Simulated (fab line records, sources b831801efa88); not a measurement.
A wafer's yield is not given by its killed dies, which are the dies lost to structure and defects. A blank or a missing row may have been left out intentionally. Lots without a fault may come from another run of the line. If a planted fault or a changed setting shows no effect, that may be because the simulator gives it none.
fab line records    flow sky130
record lots=24  wafers=72  last-day=50
route steps=708 shown LI_CONTACT@384 METAL1@440 METAL2@489 METAL3@569 METAL4@632 METAL5@667
lots with no fault: from the same line, run without faults
start-h: start of the lot's first displayed wafer, in hours after the record's first day    wait-h: time in hours since the lot's previous step    " as in the row above    L1.1+2: a single row standing in for several wafers    - no value, or no start given    * or withheld: withheld    < > ~ a bound
route shown NAME@n: names a module that has steps shown in the file, with the first one's number in the route    usual: average and standard deviation across the fault-free wafers    same: alike in all rows    chamber/n: place in a boat    sites: readings site by site    _std_site: how widely they spread, as a standard deviation    _edge_site: the outer-site mean with the inner-site mean subtracted    radius-mm: how far each site lies from the wafer's centre    mask NAME#n: copy n    behind: the most recent tool/chamber to have shaped the wafer    hold: why the lot was held/for how many hours/how that ended    device: which transistor (n, p or np) failed to switch    end of line: tests run on the same wafers once the route is complete    a step without rows: its recipe alone    killed: count of dies lost to structure and defects at first sort (not the wafer's yield)    map: dies across one wafer; x = killed, . = not, _ = none there
set.NAME: the setting as run; set.NAME@STEP: as run at that earlier step    model.NAME: the simulator's own value behind a step, which no gauge read
route steps across a sampled set of lots; one table per step, one row per wafer
services: the hour from which a tool's chamber was out of use, counted from the record's first day as start-h (under 0 if before that day), plus the number of hours and why
## steps
# step SKY_LI_CONTACT_RS_MEAS_22
# recipe thk-meas-gauge=four-point-probe  reads=W_of_LI_CONTACT_CVD_21+TiN_of_LI_CONTACT_SPUTTER_20+Ti_of_LI_CONTACT_SPUTTER_19
# usual LI_CONTACT_W_RS=0.284/0.003
lot.wafer  tool           chamber  start-h  wait-h  LI_CONTACT_W_RS[ohm/sq]
L074.1     film-metro-01  -        676.99   0.1     0.285
L074.5     "              -        "        "       0.282
L074.6     "              -        "        "       0.287
L076.2     film-metro-02  -        690.37   0.1     0.281
L076.3     "              -        "        "       0.286
L076.4     "              -        "        "       0.282
L075.4     film-metro-03  -        690.56   0.1     0.284
L075.5     "              -        "        "       0.286
L075.6     "              -        "        "       0.277
L077.3     film-metro-02  -        700.22   0.1     0.283
L077.5     "              -        "        "       0.285
L077.6     "              -        "        "       0.282
L078.3     film-metro-02  -        712.44   0.1     0.283
L078.4     "              -        "        "       0.287
L078.5     "              -        "        "       0.284
L079.3     film-metro-01  -        716.43   0.1     0.290
L079.4     "              -        "        "       0.283
L079.5     "              -        "        "       0.285
L080.1     film-metro-01  -        720.56   0.1     0.282
L080.3     "              -        "        "       0.284
L080.5     "              -        "        "       0.280
L081.4     film-metro-03  -        725.90   0.1     0.286
L081.5     "              -        "        "       0.283
L081.6     "              -        "        "       0.286
L082.3     film-metro-01  -        743.42   0.1     0.282
L082.4     "              -        "        "       0.288
L082.6     "              -        "        "       0.291
L083.1     film-metro-02  -        750.13   0.1     0.284
L083.2     "              -        "        "       0.284
L083.6     "              -        "        "       0.282
L084.1     film-metro-03  -        755.63   0.1     0.283
L084.3     "              -        "        "       0.284
L084.6     "              -        "        "       0.280
L085.1     film-metro-02  -        763.98   0.1     0.285
L085.5     "              -        "        "       0.283
L085.6     "              -        "        "       0.280
L086.1     film-metro-01  -        774.38   0.1     0.287
L086.3     "              -        "        "       0.286
L086.4     "              -        "        "       0.290
L087.1     film-metro-02  -        780.36   0.1     0.287
L087.3     "              -        "        "       0.283
L087.6     "              -        "        "       0.288
L088.1     film-metro-03  -        790.76   0.1     0.282
L088.3     "              -        "        "       0.284
L088.4     "              -        "        "       0.280
L089.1     film-metro-03  -        813.07   0.1     0.284
L089.4     "              -        "        "       0.277
L089.5     "              -        "        "       0.287
L090.2     film-metro-02  -        816.13   0.1     0.284
L090.3     "              -        "        "       0.287
L090.5     "              -        "        "       0.288
L092.1     film-metro-01  -        822.51   0.1     0.288
L092.3     "              -        "        "       0.287
L092.5     "              -        "        "       0.284
L091.1     film-metro-03  -        838.78   0.1     0.281
L091.3     "              -        "        "       0.282
L091.5     "              -        "        "       0.279
L094.3     film-metro-01  -        839.69   0.1     0.285
L094.5     "              -        "        "       0.284
L094.6     "              -        "        "       0.282
L093.1     film-metro-03  -        839.93   0.1     0.281
L093.3     "              -        "        "       0.283
L093.5     "              -        "        "       0.285
L096.3     film-metro-02  -        846.37   0.1     0.284
L096.4     "              -        "        "       0.282
L096.5     "              -        "        "       0.283
L095.2     film-metro-03  -        847.04   0.1     0.284
L095.4     "              -        "        "       0.286
L095.6     "              -        "        "       0.282
L097.1     film-metro-03  -        852.73   0.1     0.285
L097.4     "              -        "        "       0.284
L097.5     "              -        "        "       0.287
# step SKY_METAL1_THK_MEAS_06
# recipe thk-meas-gauge=xrf  reads=AlCu_of_METAL1_SPUTTER_02
# usual METAL1_ALCU_THK=247/3.1
lot.wafer  tool           chamber  start-h  wait-h  METAL1_ALCU_THK[nm]
L074.1     film-metro-04  -        742.58   0.1     250
L074.5     "              -        "        "       249
L074.6     "              -        "        "       245
L076.2     film-metro-04  -        749.26   0.1     249
L076.3     "              -        "        "       252
L076.4     "              -        "        "       251
L075.4     film-metro-04  -        750.06   0.1     249
L075.5     "              -        "        "       240
L075.6     "              -        "        "       248
L077.3     film-metro-04  -        755.91   0.1     245
L077.5     "              -        "        "       248
L077.6     "              -        "        "       246
L078.3     film-metro-01  -        773.92   0.1     251
L078.4     "              -        "        "       253
L078.5     "              -        "        "       251
L079.3     film-metro-01  -        775.26   0.1     250
L079.4     "              -        "        "       247
L079.5     "              -        "        "       252
L080.1     film-metro-02  -        779.49   0.1     249
L080.3     "              -        "        "       249
L080.5     "              -        "        "       247
L081.4     film-metro-02  -        783.09   0.1     249
L081.5     "              -        "        "       246
L081.6     "              -        "        "       250
L082.3     film-metro-02  -        800.50   0.1     248
L082.4     "              -        "        "       242
L082.6     "              -        "        "       245
L083.1     film-metro-02  -        806.63   0.1     245
L083.2     "              -        "        "       245
L083.6     "              -        "        "       243
L084.1     film-metro-01  -        812.05   0.1     254
L084.3     "              -        "        "       249
L084.6     "              -        "        "       249
L085.1     film-metro-01  -        820.16   0.1     247
L085.5     "              -        "        "       249
L085.6     "              -        "        "       247
L086.1     film-metro-02  -        831.51   0.1     252
L086.3     "              -        "        "       247
L086.4     "              -        "        "       248
L087.1     film-metro-04  -        836.93   0.1     250
L087.3     "              -        "        "       251
L087.6     "              -        "        "       248
L088.1     film-metro-04  -        846.98   0.1     244
L088.3     "              -        "        "       247
L088.4     "              -        "        "       252
L089.1     film-metro-02  -        868.93   0.1     243
L089.4     "              -        "        "       244
L089.5     "              -        "        "       245
L090.2     film-metro-01  -        872.66   0.1     243
L090.3     "              -        "        "       248
L090.5     "              -        "        "       248
L092.1     film-metro-04  -        878.94   0.1     244
L092.3     "              -        "        "       241
L092.5     "              -        "        "       243
L091.1     film-metro-02  -        894.91   0.1     248
L091.3     "              -        "        "       245
L091.5     "              -        "        "       245
L094.3     film-metro-01  -        895.70   0.1     246
L094.5     "              -        "        "       249
L094.6     "              -        "        "       251
L093.1     film-metro-02  -        896.06   0.1     246
L093.3     "              -        "        "       248
L093.5     "              -        "        "       251
L096.3     film-metro-01  -        901.72   0.1     252
L096.4     "              -        "        "       246
L096.5     "              -        "        "       248
L095.2     film-metro-01  -        902.19   0.1     247
L095.4     "              -        "        "       249
L095.6     "              -        "        "       243
L097.1     film-metro-04  -        907.43   0.1     254
L097.4     "              -        "        "       246
L097.5     "              -        "        "       247
# step SKY_METAL2_THK_MEAS_06
# recipe thk-meas-gauge=xrf  reads=AlCu_of_METAL2_SPUTTER_02
# usual METAL2_ALCU_THK=246.5/2.7
lot.wafer  tool           chamber  start-h  wait-h  METAL2_ALCU_THK[nm]
L074.1     film-metro-02  -        797.79   0.1     243.7
L074.5     "              -        "        "       243.0
L074.6     "              -        "        "       245.2
L076.2     film-metro-04  -        805.58   0.1     247.5
L076.3     "              -        "        "       244.4
L076.4     "              -        "        "       246.4
L075.4     film-metro-02  -        805.95   0.1     246.9
L075.5     "              -        "        "       240.5
L075.6     "              -        "        "       240.5
L077.3     film-metro-03  -        811.94   0.1     247.0
L077.5     "              -        "        "       245.6
L077.6     "              -        "        "       253.0
L078.3     film-metro-04  -        830.71   0.1     244.4
L078.4     "              -        "        "       242.7
L078.5     "              -        "        "       244.3
L079.3     film-metro-04  -        831.32   0.1     246.2
L079.4     "              -        "        "       249.5
L079.5     "              -        "        "       245.9
L080.1     film-metro-04  -        836.21   0.1     247.1
L080.3     "              -        "        "       247.2
L080.5     "              -        "        "       245.9
L081.4     film-metro-02  -        839.30   0.1     246.9
L081.5     "              -        "        "       244.6
L081.6     "              -        "        "       247.7
L082.3     film-metro-04  -        857.31   0.1     249.4
L082.4     "              -        "        "       248.6
L082.6     "              -        "        "       248.6
L083.1     film-metro-03  -        863.51   0.1     247.0
L083.2     "              -        "        "       254.0
L083.6     "              -        "        "       247.3
L084.1     film-metro-03  -        866.85   0.1     245.7
L084.3     "              -        "        "       247.9
L084.6     "              -        "        "       244.6
L085.1     film-metro-04  -        875.65   0.1     242.0
L085.5     "              -        "        "       241.7
L085.6     "              -        "        "       242.1
L086.1     film-metro-04  -        887.90   0.1     247.1
L086.3     "              -        "        "       246.0
L086.4     "              -        "        "       249.3
L087.1     film-metro-03  -        891.77   0.1     243.9
L087.3     "              -        "        "       247.3
L087.6     "              -        "        "       250.7
L088.1     film-metro-04  -        900.60   0.1     248.5
L088.3     "              -        "        "       250.1
L088.4     "              -        "        "       250.6
L089.1     film-metro-02  -        923.04   0.1     248.5
L089.4     "              -        "        "       245.4
L089.5     "              -        "        "       245.7
L090.2     film-metro-02  -        927.04   0.1     247.4
L090.3     "              -        "        "       248.7
L090.5     "              -        "        "       242.8
L092.1     film-metro-02  -        932.38   0.1     246.7
L092.3     "              -        "        "       250.0
L092.5     "              -        "        "       249.3
L091.1     film-metro-03  -        947.95   0.1     248.5
L091.3     "              -        "        "       248.6
L091.5     "              -        "        "       249.7
L094.3     film-metro-04  -        948.93   0.1     244.9
L094.5     "              -        "        "       244.6
L094.6     "              -        "        "       244.8
L093.1     film-metro-02  -        950.20   0.1     242.2
L093.3     "              -        "        "       245.9
L093.5     "              -        "        "       243.4
L096.3     film-metro-03  -        954.72   0.1     243.8
L096.4     "              -        "        "       246.0
L096.5     "              -        "        "       245.8
L095.2     film-metro-04  -        955.53   0.1     248.7
L095.4     "              -        "        "       246.3
L095.6     "              -        "        "       246.2
L097.1     film-metro-02  -        960.15   0.1     247.4
L097.4     "              -        "        "       247.6
L097.5     "              -        "        "       247.5
# step SKY_METAL3_STRIP_19
# recipe chemistry=O2/N2  power-w=1400  pressure-mtorr=1500  platen-temp-c=withheld  o2-flow-sccm=3000  n2-flow-sccm=300  overash-fraction=0.5
# usual drypump-motor-current-A=5.7/0.56  oes-product-au=0.502/0.0057  strip-time-to-endpoint-s=6.55/0.095
lot.wafer  tool             chamber  start-h  wait-h  drypump-motor-current-A  oes-product-au  rf-hours-counter-h  strip-time-to-endpoint-s
L074.1     plasma-asher-01  1        904.05   0.1     4.9                      0.502           15                  6.53
L074.5     "                0        "        "       6.3                      0.508           -                   6.53
L074.6     "                1        "        "       4.8                      0.503           -                   6.52
L076.2     plasma-asher-02  1        914.14   0.1     5.6                      0.498           112                 6.50
L076.3     "                1        "        "       5.6                      0.493           -                   6.53
L076.4     "                0        "        "       6.2                      0.498           -                   6.58
L075.4     plasma-asher-01  1        914.51   0.2     4.8                      0.500           -                   6.53
L075.5     "                1        "        "       4.8                      0.500           -                   6.48
L075.6     "                0        "        "       6.3                      0.507           -                   6.50
L077.3     plasma-asher-03  1        920.03   0.1     5.4                      0.489           -                   6.39
L077.5     "                1        "        "       5.4                      0.491           -                   6.48
L077.6     "                0        "        "       6.2                      0.496           -                   6.35
L078.3     plasma-asher-01  1        936.40   0.1     4.8                      0.495           -                   6.44
L078.4     "                0        "        "       6.3                      0.498           -                   6.50
L078.5     "                1        "        "       4.8                      0.496           -                   6.51
L079.3     plasma-asher-01  0        938.65   0.1     6.3                      0.492           -                   6.54
L079.4     "                1        "        "       4.8                      0.497           -                   6.43
L079.5     "                1        "        "       4.8                      0.498           -                   6.32
L080.1     plasma-asher-02  1        943.37   0.1     5.6                      0.509           115                 6.52
L080.3     "                0        "        "       6.3                      0.493           -                   6.54
L080.5     "                1        "        "       5.6                      0.503           -                   6.64
L081.4     plasma-asher-02  0        944.54   0.1     6.2                      0.507           -                   6.66
L081.5     "                0        "        "       6.2                      0.508           -                   6.57
L081.6     "                1        "        "       5.6                      0.510           -                   6.71
L082.3     plasma-asher-01  0        963.30   0.1     6.3                      0.513           -                   6.79
L082.4     "                1        "        "       4.8                      0.512           -                   6.62
L082.6     "                1        "        "       4.8                      0.513           -                   6.76
L083.1     plasma-asher-03  0        967.24   0.1     6.2                      0.492           81                  6.49
L083.2     "                1        "        "       5.4                      0.511           81                  6.57
L083.6     "                1        "        "       5.3                      0.507           -                   6.60
L084.1     plasma-asher-01  0        971.45   0.1     6.3                      0.505           21                  6.64
L084.3     "                0        "        "       6.3                      0.509           -                   6.69
L084.6     "                1        "        "       4.8                      0.509           -                   6.61
L085.1     plasma-asher-02  1        980.37   0.1     5.6                      0.504           119                 6.66
L085.5     "                1        "        "       5.6                      0.505           -                   6.60
L085.6     "                0        "        "       6.2                      0.506           -                   6.75
L086.1     plasma-asher-03  1        990.69   0.1     5.3                      0.498           83                  6.51
L086.3     "                0        "        "       6.2                      0.504           -                   6.47
L086.4     "                1        "        "       5.3                      0.502           -                   6.59
L087.1     plasma-asher-03  1        993.15   0.1     5.4                      0.497           84                  6.49
L087.3     "                1        "        "       5.4                      0.499           -                   6.43
L087.6     "                0        "        "       6.2                      0.490           -                   6.48
L088.1     plasma-asher-01  0        1003.12  0.1     6.3                      0.505           24                  6.47
L088.3     "                1        "        "       4.8                      0.506           -                   6.56
L088.4     "                0        "        "       6.3                      0.499           -                   6.48
L089.1     plasma-asher-02  1        1023.44  0.1     5.6                      0.500           123                 6.53
L089.4     "                0        "        "       6.2                      0.505           -                   6.47
L089.5     "                1        "        "       5.6                      0.494           -                   6.47
L090.2     plasma-asher-02  1        1024.85  0.1     5.6                      0.497           123                 6.50
L090.3     "                0        "        "       6.2                      0.502           -                   6.45
L090.5     "                1        "        "       5.6                      0.500           -                   6.58
L092.1     plasma-asher-03  0        1031.39  0.1     6.3                      0.499           87                  6.57
L092.3     "                0        "        "       6.2                      0.508           -                   6.74
L092.5     "                1        "        "       5.4                      0.502           -                   6.52
L091.1     plasma-asher-02  1        1046.65  0.1     5.6                      0.506           125                 6.65
L091.3     "                1        "        "       5.6                      0.507           -                   6.60
L091.5     "                1        "        "       5.6                      0.505           -                   6.60
L094.3     plasma-asher-03  1        1046.75  0.1     5.3                      0.499           -                   6.45
L094.5     "                1        "        "       5.4                      0.508           -                   6.49
L094.6     "                0        "        "       6.2                      0.501           -                   6.47
L093.1     plasma-asher-01  0        1048.47  0.1     6.3                      0.497           29                  6.51
L093.3     "                1        "        "       4.8                      0.498           -                   6.44
L093.5     "                0        "        "       6.3                      0.503           -                   6.50
L096.3     plasma-asher-01  1        1051.98  0.1     4.8                      0.488           -                   6.45
L096.4     "                0        "        "       6.3                      0.503           -                   6.50
L096.5     "                0        "        "       6.3                      0.502           -                   6.61
L095.2     plasma-asher-02  0        1052.80  0.1     6.2                      0.501           125                 6.52
L095.4     "                1        "        "       5.6                      0.492           -                   6.47
L095.6     "                0        "        "       6.2                      0.503           -                   6.46
L097.1     plasma-asher-03  0        1056.47  0.1     6.2                      0.507           90                  6.70
L097.4     "                1        "        "       5.4                      0.500           -                   6.61
L097.5     "                1        "        "       5.4                      0.512           -                   6.68
# step SKY_METAL4_ETCH_16
# recipe chemistry=N2/H2  target=BARC  ion-energy-ev=200  bias-w=100  pressure-mtorr=30  n2-flow-sccm=100  h2-flow-sccm=200  icp-w=500  stop-on=SiO2  time-s=88.2  target-depth-a=600
# usual drypump-motor-current-A=5.5/0.5  oes-product-au=0.625/0.0046  rf-fwd-power-W=496.5/2.3  throttle-valve-pct=13.205/0.0095
lot.wafer  tool          chamber  start-h  wait-h  drypump-motor-current-A  oes-product-au  rf-fwd-power-W  rf-hours-counter-h  throttle-valve-pct
L074.1     rie-metal-03  1        980.32   0.0     4.7                      0.627           496.3           11                  13.203
L074.5     "             0        "        "       5.6                      0.626           494.5           -                   13.198
L074.6     "             1        "        "       4.7                      0.617           494.9           -                   13.219
L076.2     rie-metal-03  1        991.23   0.0     4.7                      0.624           498.6           11                  13.190
L076.3     "             0        "        "       5.6                      0.618           494.9           -                   13.191
L076.4     "             1        "        "       4.7                      0.624           499.3           -                   13.203
L075.4     rie-metal-04  1        991.61   0.0     5.9                      0.622           492.7           -                   13.210
L075.5     "             0        "        "       5.8                      0.619           496.6           -                   13.201
L075.6     "             1        "        "       6.0                      0.622           496.0           -                   13.207
L077.3     rie-metal-04  1        997.03   0.0     6.0                      0.625           494.9           -                   13.235
L077.5     "             1        "        "       6.0                      0.623           493.5           -                   13.189
L077.6     "             0        "        "       5.9                      0.622           496.0           -                   13.207
L078.3     rie-metal-04  1        1011.71  0.0     6.0                      0.626           497.1           -                   13.217
L078.4     "             0        "        "       5.9                      0.622           499.3           -                   13.225
L078.5     "             1        "        "       6.0                      0.622           493.9           -                   13.195
L079.3     rie-metal-02  1        1013.41  0.0     6.1                      0.616           491.9           -                   13.199
L079.4     "             0        "        "       5.0                      0.626           498.3           -                   13.205
L079.5     "             0        "        "       5.0                      0.628           499.4           -                   13.203
L080.1     rie-metal-04  0        1018.37  0.0     5.9                      0.633           497.2           4                   13.201
L080.3     "             1        "        "       6.0                      0.626           496.1           -                   13.201
L080.5     "             0        "        "       5.9                      0.623           497.2           -                   13.194
L081.4     rie-metal-02  0        1019.45  0.0     5.0                      0.637           501.2           -                   13.212
L081.5     "             0        "        "       5.0                      0.623           495.0           -                   13.188
L081.6     "             1        "        "       6.1                      0.625           494.2           -                   13.194
L082.3     rie-metal-02  0        1035.46  0.0     5.0                      0.619           499.4           -                   13.217
L082.4     "             1        "        "       6.1                      0.628           493.9           -                   13.218
L082.6     "             0        "        "       5.0                      0.625           499.7           -                   13.205
L083.1     rie-metal-03  1        1040.05  0.0     4.7                      0.630           494.3           14                  13.211
L083.2     "             0        "        "       5.6                      0.629           496.3           7                   13.202
L083.6     "             1        "        "       4.7                      0.628           496.6           -                   13.203
L084.1     rie-metal-03  1        1044.37  0.0     4.7                      0.615           492.8           14                  13.216
L084.3     "             0        "        "       5.6                      0.619           499.0           -                   13.192
L084.6     "             0        "        "       5.6                      0.624           497.5           -                   13.217
L085.1     rie-metal-04  1        1052.92  0.0     6.0                      0.625           495.1           19                  13.194
L085.5     "             1        "        "       6.0                      0.621           493.2           -                   13.204
L085.6     "             0        "        "       5.8                      0.630           498.6           -                   13.204
L086.1     rie-metal-04  0        1061.78  0.0     5.9                      0.631           502.5           7                   13.207
L086.3     "             1        "        "       6.0                      0.626           495.4           -                   13.215
L086.4     "             0        "        "       5.9                      0.628           499.9           -                   13.206
L087.1     rie-metal-04  1        1064.23  0.0     5.9                      0.636           497.8           19                  13.211
L087.3     "             1        "        "       6.0                      0.630           499.3           -                   13.200
L087.6     "             0        "        "       5.9                      0.624           496.9           -                   13.214
L088.1     rie-metal-03  1        1074.02  0.0     4.7                      0.621           495.0           16                  13.200
L088.3     "             0        "        "       5.6                      0.622           496.1           -                   13.209
L088.4     "             1        "        "       4.7                      0.633           494.4           -                   13.216
L089.1     rie-metal-02  0        1091.52  0.0     5.0                      0.626           497.8           21                  13.214
L089.4     "             0        "        "       5.0                      0.628           495.5           -                   13.209
L089.5     "             1        "        "       6.1                      0.632           492.7           -                   13.217
L090.2     rie-metal-02  1        1093.13  0.0     6.1                      0.619           494.2           19                  13.190
L090.3     "             0        "        "       5.0                      0.622           497.5           -                   13.215
L090.5     "             0        "        "       5.0                      0.626           497.2           -                   13.195
L092.1     rie-metal-03  1        1099.00  0.0     4.7                      0.632           496.3           18                  13.215
L092.3     "             0        "        "       5.6                      0.619           496.7           -                   13.194
L092.5     "             0        "        "       5.6                      0.619           496.5           -                   13.207
L091.1     rie-metal-02  1        1111.97  0.0     6.1                      0.631           493.7           21                  13.199
L091.3     "             1        "        "       6.1                      0.622           493.5           -                   13.219
L091.5     "             1        "        "       6.1                      0.631           494.0           -                   13.212
L094.3     rie-metal-03  1        1113.76  0.0     4.7                      0.626           495.4           -                   13.204
L094.5     "             1        "        "       4.7                      0.631           496.0           -                   13.193
L094.6     "             0        "        "       5.6                      0.624           499.1           -                   13.226
L093.1     rie-metal-03  0        1115.43  0.0     5.6                      0.623           498.3           13                  13.196
L093.3     "             1        "        "       4.7                      0.626           499.4           -                   13.187
L093.5     "             1        "        "       4.7                      0.626           499.0           -                   13.198
L096.3     rie-metal-03  0        1117.95  0.1     5.6                      0.618           498.0           -                   13.200
L096.4     "             0        "        "       5.6                      0.618           498.2           -                   13.199
L096.5     "             0        "        "       5.7                      0.623           496.7           -                   13.203
L095.2     rie-metal-02  0        1118.67  0.0     5.0                      0.620           496.0           23                  13.199
L095.4     "             0        "        "       5.0                      0.621           495.9           -                   13.214
L095.6     "             0        "        "       5.0                      0.625           496.1           -                   13.213
L097.1     rie-metal-03  0        1120.48  0.1     5.7                      0.622           496.0           14                  13.209
L097.4     "             0        "        "       5.6                      0.625           495.7           -                   13.191
L097.5     "             0        "        "       5.7                      0.630           498.3           -                   13.204
# step SKY_METAL5_THK_MEAS_06
# recipe thk-meas-gauge=xrf  reads=AlCu_of_METAL5_SPUTTER_02
# usual METAL5_ALCU_THK=1140/13
lot.wafer  tool           chamber  start-h  wait-h  METAL5_ALCU_THK[nm]
L074.1     film-metro-02  -        1007.19  0.1     1149
L074.5     "              -        "        "       1130
L074.6     "              -        "        "       1136
L076.2     film-metro-01  -        1017.71  0.1     1142
L076.3     "              -        "        "       1155
L076.4     "              -        "        "       1141
L075.4     film-metro-04  -        1017.83  0.1     1137
L075.5     "              -        "        "       1128
L075.6     "              -        "        "       1144
L077.3     film-metro-02  -        1023.02  0.1     1117
L077.5     "              -        "        "       1113
L077.6     "              -        "        "       1107
L078.3     film-metro-04  -        1036.51  0.1     1122
L078.4     "              -        "        "       1147
L078.5     "              -        "        "       1159
L079.3     film-metro-04  -        1038.68  0.1     1144
L079.4     "              -        "        "       1146
L079.5     "              -        "        "       1137
L080.1     film-metro-02  -        1044.15  0.1     1141
L080.3     "              -        "        "       1135
L080.5     "              -        "        "       1143
L081.4     film-metro-04  -        1044.87  0.1     1136
L081.5     "              -        "        "       1130
L081.6     "              -        "        "       1146
L082.3     film-metro-01  -        1060.54  0.1     1150
L082.4     "              -        "        "       1140
L082.6     "              -        "        "       1173
L083.1     film-metro-04  -        1064.92  0.1     1116
L083.2     "              -        "        "       1129
L083.6     "              -        "        "       1142
L084.1     film-metro-02  -        1069.65  0.1     1133
L084.3     "              -        "        "       1140
L084.6     "              -        "        "       1146
L085.1     film-metro-02  -        1077.18  0.1     1124
L085.5     "              -        "        "       1139
L085.6     "              -        "        "       1136
L086.1     film-metro-04  -        1085.24  0.1     1120
L086.3     "              -        "        "       1125
L086.4     "              -        "        "       1137
L087.1     film-metro-04  -        1087.21  0.1     1126
L087.3     "              -        "        "       1160
L087.6     "              -        "        "       1147
L088.1     film-metro-04  -        1100.30  0.1     1153
L088.3     "              -        "        "       1150
L088.4     "              -        "        "       1143
L089.1     film-metro-02  -        1115.54  0.1     1138
L089.4     "              -        "        "       1143
L089.5     "              -        "        "       1141
L090.2     film-metro-01  -        1116.13  0.1     1123
L090.3     "              -        "        "       1118
L090.5     "              -        "        "       1136
L092.1     film-metro-01  -        1123.96  0.1     1160
L092.3     "              -        "        "       1154
L092.5     "              -        "        "       1138
L091.1     film-metro-02  -        1133.68  0.1     1138
L091.3     "              -        "        "       1145
L091.5     "              -        "        "       1132
L094.3     film-metro-04  -        1135.61  0.1     1157
L094.5     "              -        "        "       1146
L094.6     "              -        "        "       1144
L093.1     film-metro-01  -        1137.88  0.1     1157
L093.3     "              -        "        "       1164
L093.5     "              -        "        "       1158
L096.3     film-metro-01  -        1140.12  0.1     1132
L096.4     "              -        "        "       1141
L096.5     "              -        "        "       1152
L095.2     film-metro-04  -        1141.08  0.1     1152
L095.4     "              -        "        "       1155
L095.6     "              -        "        "       1148
L097.1     film-metro-02  -        1141.90  0.1     1132
L097.4     "              -        "        "       1138
L097.5     "              -        "        "       1116
## services
tool             chamber  start-h  hours  kind
rie-metal-03     0        883.55   -      clean
rie-metal-03     0        883.55   19.7   scheduled-down
rie-metal-03     0        883.55   19.7   vent-cycle
rie-metal-04     1        896.64   3.8    repair
rie-metal-04     0        911.39   -      clean
rie-metal-04     0        911.39   16.2   scheduled-down
rie-metal-04     0        911.39   16.2   vent-cycle
plasma-asher-01  -        944.42   5.5    repair
plasma-asher-03  -        974.12   0.9    repair
plasma-asher-03  -        987.52   0.7    repair
plasma-asher-02  -        1055.25  9.0    pm
plasma-asher-02  0        1055.25  9.0    vent-cycle
plasma-asher-02  1        1055.25  9.0    vent-cycle
plasma-asher-01  -        1060.67  10.2   pm
plasma-asher-02  0        1064.25  -      clean
plasma-asher-02  1        1064.25  -      clean
rie-metal-03     1        1117.64  15.2   repair
plasma-asher-03  -        1120.26  3.7    repair
## key
fault none
